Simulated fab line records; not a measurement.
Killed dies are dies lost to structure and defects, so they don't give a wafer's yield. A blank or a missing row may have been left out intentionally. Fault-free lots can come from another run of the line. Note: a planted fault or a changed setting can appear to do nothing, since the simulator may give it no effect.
The tool behind it: which one? / flow sky130 / 33 wafers from 11 lots sampled at 3 of the route's 708 steps

WHAT THE GAUGES SHOWED, per wafer
SKY_METAL4_CD_MEAS_13: target cd 300 nm.
lot=L112; measured=day 41 15:04; on=cdSem-01; cdNm (nm)=300.8 300.3 301.1
lot=L113; measured=day 42 04:45; on=cdSem-02; cdNm (nm)=300.1 299.0 299.0
lot=L118; measured=day 43 09:53; on=cdSem-01; cdNm (nm)=297.1 297.6 298.5
lot=L120; measured=day 44 06:05; on=cdSem-02; cdNm (nm)=298.1 298.2 300.3
lot=L124; measured=day 45 02:06; on=cdSem-02; cdNm (nm)=301.7 302.6 302.6
lot=L127; measured=day 46 06:02; on=cdSem-02; cdNm (nm)=297.7 298.4 298.7
lot=L129; measured=day 46 17:56; on=cdSem-01; cdNm (nm)=298.1 298.2 297.6
lot=L131; measured=day 46 20:54; on=cdSem-01; cdNm (nm)=299.9 299.3 299.5
lot=L135; measured=day 48 04:38; on=cdSem-02; cdNm (nm)=297.5 298.4 299.6
lot=L134; measured=day 48 07:33; on=cdSem-02; cdNm (nm)=300.6 302.2 302.2
lot=L133; measured=day 48 11:09; on=cdSem-02; cdNm (nm)=296.0 295.7 295.0

WHAT TOOL EACH LOT RAN ON (gives the tool, then ch and the chambers of the sampled wafers, and finally the start)
lot=L112; SKY_METAL3_ETCH_17=rieDiel-04 ch 1,2, day 38 08:25; SKY_VIA3_ETCH_14=rieDiel-03 ch 2,3, day 39 11:43
lot=L113; SKY_METAL3_ETCH_17=rieDiel-04 ch 0,1,3, day 39 00:12; SKY_VIA3_ETCH_14=rieDiel-03 ch 1,3, day 40 02:10
lot=L118; SKY_METAL3_ETCH_17=rieDiel-03 ch 0,1,2, day 40 07:26; SKY_VIA3_ETCH_14=rieDiel-02 ch 0,1,2, day 41 09:19
lot=L120; SKY_METAL3_ETCH_17=rieDiel-01 ch 1,2,3, day 41 04:03; SKY_VIA3_ETCH_14=rieDiel-01 ch 0,3, day 42 05:40
lot=L124; SKY_METAL3_ETCH_17=rieDiel-01 ch 0,2, day 42 02:18; SKY_VIA3_ETCH_14=rieDiel-02 ch 0,2,3, day 43 03:22
lot=L127; SKY_METAL3_ETCH_17=rieDiel-03 ch 2,3, day 43 08:29; SKY_VIA3_ETCH_14=rieDiel-02 ch 0,1,2, day 44 08:50
lot=L129; SKY_METAL3_ETCH_17=rieDiel-04 ch 0,1, day 43 22:13; SKY_VIA3_ETCH_14=rieDiel-03 ch 0,1, day 44 21:31
lot=L131; SKY_METAL3_ETCH_17=rieDiel-04 ch 0,1,2, day 44 00:33; SKY_VIA3_ETCH_14=rieDiel-02 ch 0,2,3, day 45 00:19
lot=L135; SKY_METAL3_ETCH_17=rieDiel-01 ch 1,2,3, day 45 11:40; SKY_VIA3_ETCH_14=rieDiel-01 ch 0,1,3, day 46 10:34
lot=L134; SKY_METAL3_ETCH_17=rieDiel-01 ch 0,1, day 45 14:25; SKY_VIA3_ETCH_14=rieDiel-01 ch 0,3, day 46 13:01
lot=L133; SKY_METAL3_ETCH_17=rieDiel-04 ch 0,1,2, day 45 19:52; SKY_VIA3_ETCH_14=rieDiel-03 ch 1,2,3, day 46 18:04
- SKY_METAL3_ETCH_17: etches SiO2 in C4F8/O2/Ar, stops on TiN, time 3.9 s, target depth 15 nm.
- SKY_VIA3_ETCH_14: etches BARC in N2/H2, stops on SiO2, time 45.9 s, target depth 60 nm.

THE ANSWER, worked out from the rows above alone
Rule: the lots themselves supply what counts as usual. The widest of any qualifying gaps counts: lots, ordered by their means at a reading, are off when they make up no more than a third of the lots, leave a main group of 4 or more, and stand apart from it by 3 or more times the standard deviation of that group's means. A main group is skipped when, at the precision printed for the reading in the tables above, its means are all equal. A lot without any number at a reading at which 4 lots or more have one is off too. The other lots that the step has rows for count as sound.
Across all readings shown, no lot is off: no conclusion can be drawn from this.

WHAT THE SIMULATOR PUT IN
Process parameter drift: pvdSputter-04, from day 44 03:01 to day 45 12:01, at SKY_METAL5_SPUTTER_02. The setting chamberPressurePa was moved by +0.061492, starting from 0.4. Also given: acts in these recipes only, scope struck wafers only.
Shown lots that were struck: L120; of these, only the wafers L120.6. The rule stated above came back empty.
